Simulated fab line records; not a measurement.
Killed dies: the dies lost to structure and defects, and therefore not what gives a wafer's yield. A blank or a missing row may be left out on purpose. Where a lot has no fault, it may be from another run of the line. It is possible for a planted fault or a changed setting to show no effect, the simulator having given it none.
Which tool is to blame? :: flow sky130 :: 7 lots (21 wafers sampled), 1 step of a 708-step route

## WHAT THE GAUGES READ, wafer by wafer
SKY_FIELD_ISO_CD_MEAS_13: the cd target is 150 nm.
lot: L721
measured: day 2 14:10
on: cd-sem-01
cd-nm (nm): 150.2 149.1 149.2

lot: L723
measured: day 3 02:59
on: cd-sem-02
cd-nm (nm): 149.9 149.4 149.8

lot: L726
measured: day 3 16:59
on: cd-sem-01
cd-nm (nm): 150.6 151.0 151.3

lot: L730
measured: day 4 14:23
on: cd-sem-01
cd-nm (nm): 150.5 149.9 150.5

lot: L735
measured: day 5 19:34
on: cd-sem-02
cd-nm (nm): 151.3 149.6 151.6

lot: L740
measured: day 6 18:19
on: cd-sem-01
cd-nm (nm): 149.6 148.4 148.5

lot: L742
measured: day 7 03:02
on: cd-sem-02
cd-nm (nm): 148.1 150.0 148.5

## EACH LOT AND THE TOOL THAT RAN IT (in order: tool; ch and the chambers of the sampled wafers; start)
The record shows no process step preceding these readings.

## THE ANSWER, worked out from the rows above alone
Rule: the usual values come from the lots themselves. Put in order of their means at a reading, lots are off if they are a third of the lots or fewer, leave a main group of 4 or more, and stand apart from it by a gap of 3 or more times the standard deviation of the main group's means; of several such gaps the widest counts. If all means in a main group match to the digits the tables above print for the reading, that group is not used. Also off: a lot with no number at a reading for which 4 or more lots have one. The other lots that the step has rows for count as sound.
Nothing can be told from this: no lot is off at any reading shown.

## WHAT THE SIMULATOR HAD PUT IN
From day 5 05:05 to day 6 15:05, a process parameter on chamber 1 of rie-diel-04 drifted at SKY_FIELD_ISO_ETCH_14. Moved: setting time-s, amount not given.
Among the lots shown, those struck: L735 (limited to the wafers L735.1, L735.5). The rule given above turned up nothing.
